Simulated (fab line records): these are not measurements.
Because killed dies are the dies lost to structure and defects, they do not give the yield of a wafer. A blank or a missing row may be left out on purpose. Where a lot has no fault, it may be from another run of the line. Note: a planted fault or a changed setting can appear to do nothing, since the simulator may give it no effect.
Comparing a struck lot with a sound one :: flow sfq-line :: 42 steps out of a route of 325
Sound: the wafers L107.1, L107.5, L107.6. The struck wafers were L117.1, L117.2, L117.4. At the end, the cause is stated.
Per side, at each step with rows, come the tool, then ch with its chambers, and then its first start. Under that, the readings that differ: sound wafers :: struck wafers :: difference of the means :: sigmas: that difference in standard deviations of wafers without a fault.
alike: words and numbers the same on both sides, and readings whose means are apart by under 2 such deviations; not compared: readings that were withheld, readings missing a value for some wafer, numbers with overlapping values and no deviation given by the record, and bounds like >300 which may hide the same value.
Wherever a step has rows on one side only, a row that says differs or no value, or a row with sigmas, the two part there. Numbers that have no deviation but don't overlap get no sigmas and don't part them. Lack of a reading on every wafer of one side parts them only where that side has two or more wafers.

first, 3 steps without rows for these wafers: SFQ_TRILAYER_R5_LITHO_EXPOSE_137 (exposes mask R5, target cd 500 nm); SFQ_TRILAYER_R5_LITHO_PEB_139 (peb time 60 s); SFQ_TRILAYER_R5_LITHO_DEVELOP_138 (time 60 s).
SFQ_R5_OVL_MEAS_935:
  sound on overlay-02 at day 57 07:53; struck on overlay-01 at day 64 10:33
  alike: R5_OVL
SFQ_TRILAYER_R5_BARC_OPEN_METAL_ETCH_177: etches BARC in O2, target depth 125 nm, time 41.7 s.
  sound on rie-metal-02 ch 0,1, day 57 07:56; struck on rie-metal-04 ch 0,1, day 64 10:35
  alike: drypump-motor-current-A, oes-product-au
  not compared: rf-hours-counter-h
then, 1 step without rows for these wafers: SFQ_TRILAYER_R5_ETCH_METAL_ETCH_139 (etches the open film in Cl2, stops on SiO2, target depth 60 nm, time 40 s).
SFQ_TRILAYER_R5_STRIP_STRIP_140: strips in O2.
  sound on rie-metal-02 ch 0,1, day 57 08:03; struck on rie-metal-04 ch 0,1, day 64 10:42
  alike: drypump-motor-current-A, oes-product-au, platen-temp-c
  not compared: rf-hours-counter-h
then, 5 steps without rows for these wafers: SFQ_TRILAYER_R5_STRIP_SOLV_CLEAN_141 (cleans in NMP, time 600 s); SFQ_TRILAYER_A5C_DEP_PECVD_142 (deposits SiO2 from SiH4/N2O, time 15.556 s, target thk 70 nm); SFQ_TRILAYER_I5_LITHO_COAT_149 (resist thk 62 nm); SFQ_TRILAYER_I5_LITHO_COAT_144 (resist thk 650 nm); SFQ_TRILAYER_I5_LITHO_SOFTBAKE_148.
-- the record jumps here: 4 days lie between the struck wafers' starts before and after --
SFQ_TRILAYER_I5_LITHO_EXPOSE_145: exposes mask I5, target cd 700 nm.
  sound on krf-scanner-02 ch 0, day 62 01:31; struck on krf-scanner-02 ch 0, day 68 17:25
reading: model.I5.overlay-x-nm (nm)
sound: -12.18 -12.18 -12.18
struck: 145.7 145.7 145.7
difference: +157.9
sigmas: 
  alike: mask
then, 2 steps without rows for these wafers: SFQ_TRILAYER_I5_LITHO_PEB_147 (peb time 60 s); SFQ_TRILAYER_I5_LITHO_DEVELOP_146 (time 60 s).
SFQ_I5_OVL_MEAS_936:
  sound on overlay-02 at day 62 03:01; struck on overlay-01 at day 68 18:55
reading: I5_OVL (nm)
sound: 3 -2 -7
struck: 147 143 146
difference: +147
sigmas: +23
then, 1 step without rows for these wafers: SFQ_TRILAYER_I5_BARC_OPEN_VIA_ETCH_200 (etches BARC in O2, target depth 125 nm, time 41.7 s).
SFQ_TRILAYER_I5_ETCH_VIA_ETCH_147: etches the open film in CHF3, stops on Nb, target depth 360 nm.
  sound on rie-diel-01 ch 0,1,2, day 62 03:05; struck on rie-diel-03 ch 1,2,3, day 68 18:59
  alike: drypump-motor-current-A, oes-product-au
then, 8 steps without rows for these wafers: SFQ_TRILAYER_I5_STRIP_STRIP_148 (strips in O2); SFQ_TRILAYER_I5_STRIP_SOLV_CLEAN_149 (cleans in NMP, time 600 s); SFQ_TRILAYER_C5_LITHO_COAT_156 (resist thk 62 nm); SFQ_TRILAYER_C5_LITHO_COAT_151 (resist thk 650 nm); SFQ_TRILAYER_C5_LITHO_SOFTBAKE_155; SFQ_TRILAYER_C5_LITHO_EXPOSE_152 (exposes mask C5, target cd 500 nm); SFQ_TRILAYER_C5_LITHO_PEB_154 (peb time 60 s); SFQ_TRILAYER_C5_LITHO_DEVELOP_153 (time 60 s).
SFQ_C5_OVL_MEAS_937:
  sound on overlay-01 at day 62 09:21; struck on overlay-02 at day 69 01:52
  alike: C5_OVL
SFQ_TRILAYER_C5_BARC_OPEN_VIA_ETCH_210: etches BARC in O2, target depth 125 nm, time 41.7 s.
  sound on rie-diel-02 ch 0,2,3, day 62 09:23; struck on rie-diel-04 ch 0,2,3, day 69 01:54
  alike: drypump-motor-current-A, oes-product-au
  not compared: rf-hours-counter-h
then, 4 steps without rows for these wafers: SFQ_TRILAYER_C5_ETCH_VIA_ETCH_154 (etches SiO2 in CHF3, stops on Nb, target depth 84 nm); SFQ_TRILAYER_C5_STRIP_STRIP_155 (strips in O2); SFQ_TRILAYER_C5_STRIP_SOLV_CLEAN_156 (cleans in NMP, time 600 s); SFQ_TRILAYER_M6_DEP_PRE_CLEAN_158 (time 22.5 s).
SFQ_TRILAYER_M6_DEP_SPUTTER_157: material Nb, target thk 200 nm, time 133.3 s.
  sound on pvd-sputter-04 at day 62 10:16; struck on pvd-sputter-06 at day 69 02:47
  alike: substrate-temp-c, throttle-valve-pct
SFQ_M6_RS_MEAS_938: measurement is done with a four-point probe.
  sound on film-metro-04 at day 62 10:22; struck on film-metro-04 at day 69 02:53
  alike: M6_NB_RS
then, 6 steps without rows for these wafers: SFQ_TRILAYER_M6_LITHO_COAT_164 (resist thk 62 nm); SFQ_TRILAYER_M6_LITHO_COAT_159 (resist thk 600 nm); SFQ_TRILAYER_M6_LITHO_SOFTBAKE_163; SFQ_TRILAYER_M6_LITHO_EXPOSE_160 (exposes mask M6, target cd 500 nm); SFQ_TRILAYER_M6_LITHO_PEB_162 (peb time 60 s); SFQ_TRILAYER_M6_LITHO_DEVELOP_161 (time 60 s).
SFQ_M6_OVL_MEAS_940:
  sound on overlay-01 at day 66 14:24; struck on overlay-01 at day 69 11:25
  alike: M6_OVL
-- the record jumps here: 14 days lie between the struck wafers' starts before and after (it left off in module M6 and takes up again in module M8, whose first step shown is number 325 of the route) --
SFQ_M8_BOW_MEAS_951:
  sound on film-metro-03 at day 79 20:33; struck on film-metro-04 at day 83 17:41
reading: model.etest.i5.link-ohm
sound: 2.302 2.29 2.288
struck: 2.33 2.34 2.324
difference: +0.04
sigmas: 
  alike: M8_BOW

WHERE THEY PART
Within this record, at SFQ_I5_OVL_MEAS_936 only. Later steps at which nothing parts them and some readings are alike: SFQ_TRILAYER_I5_ETCH_VIA_ETCH_147, SFQ_C5_OVL_MEAS_937, SFQ_TRILAYER_C5_BARC_OPEN_VIA_ETCH_210, SFQ_TRILAYER_M6_DEP_SPUTTER_157, SFQ_M6_RS_MEAS_938, SFQ_M6_OVL_MEAS_940, SFQ_M8_BOW_MEAS_951.

WHY: what the simulator had put in
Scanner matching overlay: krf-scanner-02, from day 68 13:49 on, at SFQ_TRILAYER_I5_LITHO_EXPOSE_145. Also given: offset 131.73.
